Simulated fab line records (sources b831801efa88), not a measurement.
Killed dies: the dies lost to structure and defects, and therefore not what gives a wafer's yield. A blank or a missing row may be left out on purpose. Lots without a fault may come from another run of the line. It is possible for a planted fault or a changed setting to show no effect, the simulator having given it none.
Comparing a struck lot with a sound one	flow gf180mcu	17 out of 602 route steps
Sound: the wafers L135.3, L135.4, L135.5. The struck wafers were L153.1, L153.3, L153.5. The cause is named last.
At each step with rows: each side's tool, then ch and its chambers, then its first start. Under that, the readings that differ: sound wafers	struck wafers	difference of the means	sigmas: that difference in standard deviations of wafers without a fault.
alike: readings whose means differ by less than 2 such deviations, and words and numbers that are the same on both sides. not compared: withheld readings, readings that some wafer has no value for, bounds like >300 that may hide the same value, and numbers for which the record gives no deviation and whose values overlap.
Wherever a step has rows on one side only, a row that says differs or no value, or a row with sigmas, the two part there. When numbers do not overlap yet have no deviation, they are printed without sigmas and do not part them. A reading missing from all wafers of one side parts the sides only when that side holds two or more wafers.

first, 2 steps without rows for these wafers: GF_CONTACT_PEB_12 (peb time 90 s); GF_CONTACT_DEVELOP_13 (develop time 60 s).
GF_CONTACT_CD_MEAS_14: the cd target is 220 nm.
  sound on cdSem-01 at day 16 06:11; struck on cdSem-02 at day 22 15:31
  alike: cdNm
GF_CONTACT_OVL_MEAS_15:
  sound on overlay-02 at day 16 06:17; struck on overlay-01 at day 22 15:38
  alike: CONTACT_OVL
GF_CONTACT_ETCH_16: etches BARC in N2/H2.
  sound on rieDiel-01 ch 0,1,2, day 16 06:19; struck on rieDiel-01 ch 1,3, day 22 15:40
  alike: drypumpMotorCurrentA, oesProductAu, throttleValvePct
GF_CONTACT_ETCH_17: etches SiO2 in C4F8/O2/Ar, stops on CoSi2, target depth 860 nm.
  sound: rieDiel-01 ch 0,1,2; struck: rieDiel-01 ch 1,3
  alike: oesProductAu
then, 4 steps without rows for these wafers: GF_CONTACT_STRIP_18 (strips in O2/N2); GF_CONTACT_CLEAN_19 (cleans in SPM); GF_CONTACT_CLEAN_20 (cleans in DIW); GF_CONTACT_CLEAN_21 (cleans in dHF, time 20 s).
GF_CONTACT_SPUTTER_22: material Ti, target thk 15 nm, time 80.02 s.
  sound on pvdSputter-02 at day 16 06:46; struck on pvdSputter-01 at day 22 16:07
  alike: throttleValvePct
GF_CONTACT_SPUTTER_23: material TiN, target thk 10 nm, time 40 s.
  sound on pvdSputter-02 at day 16 06:50; struck on pvdSputter-01 at day 22 16:11
  alike: throttleValvePct
GF_CONTACT_CVD_24: deposits W, target thk 300 nm, time 90.339 s.
  sound on cvdW-01 ch 0,1, day 16 06:54; struck on cvdW-01 ch 0,1, day 22 16:13
reading	sound	struck	difference	sigmas
susceptorTempC (C)	399.73 400.12 399.82	391.47 391.56 391.69	-8.32	-40
model.W_of_CONTACT_CVD_24.thkNm (nm)	295.5 305.8 298.2	262.4 264.4 252.7	-40.0	
  alike: heaterPowerW
GF_CONTACT_RS_MEAS_25: the measuring method here is four-point-probe.
  sound on filmMetro-02 at day 16 07:01; struck on filmMetro-03 at day 22 16:19
reading	sound	struck	difference	sigmas
CONTACT_W_RS (ohm/sq)	0.389 0.376 0.385	0.439 0.435 0.455	+0.060	+9
GF_CONTACT_THK_MEAS_26: measures by xrf.
  sound on filmMetro-02 at day 16 07:07; struck on filmMetro-03 at day 22 16:26
reading	sound	struck	difference	sigmas
CONTACT_W_THK (nm)	304 314 308	263 264 253	-49	-8
GF_CONTACT_CMP_27: polishes, stops on SiO2, t overpolish 15 s, target thk 0 nm.
  sound on cmp-01 ch 0,1,3, day 16 07:09; struck on cmp-01 ch 0,1, day 22 16:30
reading	sound	struck	difference	sigmas
timeToEndpointS (s)	77 77 75	66 67 65	-10	-3
  alike: motorCurrentA, slurryFlowMlMin
-- the record jumps here: 11 days lie between the struck wafers' starts before and after (it left off in module CONTACT and takes up again in module PASSIVATION, whose first step shown is number 602 of the route) --
GF_PASSIVATION_PROBE_99:
  record: rows for the struck wafers here (prober-01, day 33 21:02), none for the sound ones

## WHERE THEY PART
Earliest at GF_CONTACT_CVD_24; latest, in this record, at GF_PASSIVATION_PROBE_99.

WHY: the cause the simulator had injected
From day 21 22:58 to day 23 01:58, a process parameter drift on cvdW-01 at GF_CONTACT_CVD_24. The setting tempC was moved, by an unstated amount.
